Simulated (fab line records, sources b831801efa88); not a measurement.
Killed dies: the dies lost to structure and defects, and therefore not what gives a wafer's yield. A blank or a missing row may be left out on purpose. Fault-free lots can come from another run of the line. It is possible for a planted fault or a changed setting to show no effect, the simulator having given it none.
What tool caused it? / flow sky130 / 6 lots, 18 wafers sampled, at 4 steps of a route of 708

== WHAT THE GAUGES READ, wafer by wafer ==
SKY_VIA4_THK_MEAS_01.
lot=L811; measured=day 43 08:23; on=film-metro-03; VIA4_HDPCVD_THK (nm)=1746 1747 1761
lot=L813; measured=day 43 21:10; on=film-metro-03; VIA4_HDPCVD_THK (nm)=1731 1756 1749
lot=L816; measured=day 44 13:05; on=film-metro-03; VIA4_HDPCVD_THK (nm)=1726 1730 1737
lot=L818; measured=day 45 02:20; on=film-metro-03; VIA4_HDPCVD_THK (nm)=1404 1414 1411
lot=L820; measured=day 45 12:07; on=film-metro-04; VIA4_HDPCVD_THK (nm)=1430 1433 1416
lot=L830; measured=day 48 07:08; on=film-metro-01; VIA4_HDPCVD_THK (nm)=1774 1781 1779

== WHICH TOOL RAN EACH LOT (tool, then ch and the chambers of the sampled wafers, then the start) ==
lot=L811; SKY_VIA3_CMP_02=cmp-02 ch 0,2,3, day 40 05:16; SKY_METAL4_SPUTTER_00=pvd-sputter-04, day 41 07:17; SKY_VIA4_HDPCVD_00=hdpcvd-01 ch 0,1,2, day 43 08:13
lot=L813; SKY_VIA3_CMP_02=cmp-01 ch 1,2, day 40 18:35; SKY_METAL4_SPUTTER_00=pvd-sputter-04, day 41 20:29; SKY_VIA4_HDPCVD_00=hdpcvd-02 ch 0,1,2, day 43 20:59
lot=L816; SKY_VIA3_CMP_02=cmp-01 ch 0,1,2, day 41 10:36; SKY_METAL4_SPUTTER_00=pvd-sputter-04, day 42 12:41; SKY_VIA4_HDPCVD_00=hdpcvd-01 ch 0,1,2, day 44 12:54
lot=L818; SKY_VIA3_CMP_02=cmp-02 ch 0,1,2, day 42 01:56; SKY_METAL4_SPUTTER_00=pvd-sputter-04, day 43 02:55; SKY_VIA4_HDPCVD_00=hdpcvd-01 ch 1,2, day 45 02:10
lot=L820; SKY_VIA3_CMP_02=cmp-01 ch 1,2, day 42 13:10; SKY_METAL4_SPUTTER_00=pvd-sputter-03, day 43 14:28; SKY_VIA4_HDPCVD_00=hdpcvd-01 ch 1,2, day 45 11:55
lot=L830; SKY_VIA3_CMP_02=cmp-01 ch 0,2,3, day 45 13:34; SKY_METAL4_SPUTTER_00=pvd-sputter-04, day 46 12:29; SKY_VIA4_HDPCVD_00=hdpcvd-02 ch 0,1,2, day 48 06:56
- SKY_VIA3_CMP_02: polishes SiO2.
- SKY_METAL4_SPUTTER_00: material Ti, target thk 15 nm, time 10 s.
- SKY_VIA4_HDPCVD_00: deposits SiO2, target thk 1750 nm, time 291.7 s.

== THE ANSWER, worked out from the rows above alone ==
Rule: what is usual is taken from the lots themselves. The widest of any qualifying gaps counts: lots, ordered by their means at a reading, are off when they make up no more than a third of the lots, leave a main group of 4 or more, and stand apart from it by 3 or more times the standard deviation of that group's means. If all means in a main group match to the digits the tables above print for the reading, that group is not used. A lot without any number at a reading at which 4 lots or more have one is off too. All remaining lots with rows at the step are treated as sound.
Off: L818, L820, at SKY_VIA4_THK_MEAS_01 (VIA4_HDPCVD_THK). Main group: mean 1751 nm, sd 17.
A tool fits if, at a process step before that reading, it ran every lot that is off, and no sound lot after the first of them. The gauges at SKY_VIA4_THK_MEAS_01 are tried like those tools. One fits: hdpcvd-01 at SKY_VIA4_HDPCVD_00. A fault onset in the window from L816 (day 44 12:54, its last sound lot) to L818 (day 45 02:10, its first lot off) fits.

== WHAT THE SIMULATOR PUT IN ==
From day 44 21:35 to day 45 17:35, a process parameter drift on hdpcvd-01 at SKY_VIA4_HDPCVD_00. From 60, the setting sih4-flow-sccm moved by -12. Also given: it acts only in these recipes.
Shown lots that were struck: L818, L820. The rule given above showed the same thing.
